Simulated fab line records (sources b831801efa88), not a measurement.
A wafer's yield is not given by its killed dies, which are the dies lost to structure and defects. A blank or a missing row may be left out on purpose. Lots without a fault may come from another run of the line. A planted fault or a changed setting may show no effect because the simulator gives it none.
Problem report, 8D (eight disciplines) form, completed by code -- flow sky130 -- the parts of the form that need people (team, actions taken, sign-off) are left out

1. THE ISSUE
SKY_VIA2_ETCH_14, oes_product_au: mean 0.941 a.u. over 1 wafer from 1 lot; wafers with no fault: 0.856 a.u., standard deviation 0.0044. Relative to the usual mean, that is a shift of +19 standard deviations.
The step: etches BARC in N2/H2, stops on SiO2, time 45.9 s, target depth 60 nm.
First observed at day 40 19:37: wafer L673.5, on rie_diel-04. At this step, 15 wafers from 5 lots have a number in the record. Rule for "out" (also "out of limits"): further than 4 standard deviations from the usual mean. Any other wafer with a number is counted as sound.

2. WHAT IT IS AND WHAT IT IS NOT
question,is,is not
which readings at this step,"oes_product_au, run_length_s","drypump_motor_current_A, throttle_valve_pct"
which lots,L673,"L669, L671, L672, L687"
which wafers of those lots,L673.5,"L673.1, L673.3"
read on which tools,rie_diel-04,rie_diel-03
when,from day 40 19:37,up to then (11 sound wafers); but 3 sound wafers of L687 came after

3. WHAT RULES OUT EACH SUSPECT
Counting: if a tool at a process step up to the reading ran every lot that is out, it stays a suspect. Sound lots after the first of them don't rule it out here, since some wafers of a struck lot are sound.
- cmp-02 at SKY_VIA2_CMP_02 (polishes SiO2): kept. It ran the lot that is out, L673 (day 39 17:20); its last sound lot up to then is L672 (day 39 14:34).
- rie_diel-04 at SKY_VIA2_ETCH_14 (etches BARC in N2/H2, stops on SiO2, time 45.9 s, target depth 60 nm): kept. It ran the lot that is out, L673 (day 40 19:37); its last sound lot up to then is L671 (day 40 09:19). Its own oes_product_au, run_length_s readings are out on those wafers.
- At SKY_VIA2_CMP_02, inside cmp-02: chamber 2 took the wafers that are out, while their sound lot-mates went through chambers 0, 1.
- At SKY_VIA2_ETCH_14, inside rie_diel-04: chamber 0 took the wafers that are out, while their sound lot-mates went through chambers 1, 3.
Left after counting: cmp-02 at SKY_VIA2_CMP_02, rie_diel-04 at SKY_VIA2_ETCH_14.

4. THE CAUSE (what the simulator had put in)
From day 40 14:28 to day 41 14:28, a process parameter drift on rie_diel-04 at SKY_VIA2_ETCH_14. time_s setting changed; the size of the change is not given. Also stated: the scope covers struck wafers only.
This tool is one of the 2 suspects left after counting.

5. SEQUENCE OF EFFECTS, ordered by route
One row per reading whose mean, taken over the struck wafers that have a number, lies over 3 standard deviations from the usual. Only readings whose record carries a usual standard deviation are examined. hours: median over the lots of the time between each lot's start at the first step of this table that gives one and its start at this step. sigmas: the change, counted in usual standard deviations.
hours,step,reading,usual,on struck wafers,change,sigmas
0,SKY_VIA2_ETCH_14,oes_product_au,0.856 a.u.,0.941,+0.085,+19
0,SKY_VIA2_ETCH_14,run_length_s,74.0 s,69.8,-4.2,-12
Here are the process steps it includes:
- SKY_VIA2_ETCH_14: etches BARC in N2/H2, stops on SiO2, time 45.9 s, target depth 60 nm.

6. HOW IT WOULD HAVE BEEN CAUGHT EARLIER
5 hours passed between the start of the fault at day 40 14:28 and the first reading out of limits in this record, taken at day 40 19:37.
